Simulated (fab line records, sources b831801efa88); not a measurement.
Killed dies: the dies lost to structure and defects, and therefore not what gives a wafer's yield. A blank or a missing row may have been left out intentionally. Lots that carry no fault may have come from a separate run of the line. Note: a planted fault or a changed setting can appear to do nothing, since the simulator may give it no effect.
Chamber matching -- flow sfqLine -- SFQ_TRILAYER_I6_CMP_CMP_166 on cmp-02 has 4 sister chambers
The step polishes SiO2. 4 wafers are shown with their chamber, then 7 later ones without.

== WAFERS WITH THEIR CHAMBER ==
wafer,chamber,motorCurrentA (A)
L504.4,2,8.7
L506.6,3,8.6
L507.1,1,8.9
L507.4,0,9.0

== WAFERS WITHOUT THEIR CHAMBER ==
wafer,motorCurrentA (A)
L507.3,9.0
L508.3,8.6
L508.4,8.5
L508.2,8.4
L511.1,8.8
L511.5,9.6
L511.6,8.1

== WHICH CHAMBER EACH ONE RAN IN ==
wafer,from the rows above,in truth
L507.3,can't be placed: 0 or 1 or 2 or 3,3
L508.3,can't be placed: 3 or 2 or 1 or 0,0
L508.4,can't be placed: 3 or 2 or 1 or 0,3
L508.2,can't be placed: 3 or 2 or 1 or 0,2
L511.1,can't be placed: 1 or 2 or 0 or 3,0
L511.5,can't be placed: 0 or 1 or 2 or 3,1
L511.6,can't be placed: 3 or 2 or 1 or 0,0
Correct placement for 0 of the 7. These rows do not allow placing 7 (true chamber among the candidates in 7). Wrongly placed: 0.
How it was worked out, from the rows above alone: a wafer's distance from a chamber is the root of the sum, over the readings, of the square of ((its reading less the chamber's mean) divided by the reading's scatter). The wafer belongs to the nearest chamber; if the next one is less than 2 further off, it can't be placed. A chamber's mean is the mean of its shown wafers. The scatter: with one shown wafer a chamber, the root of the mean of the squares of how far each hidden wafer lies from its nearest shown one.
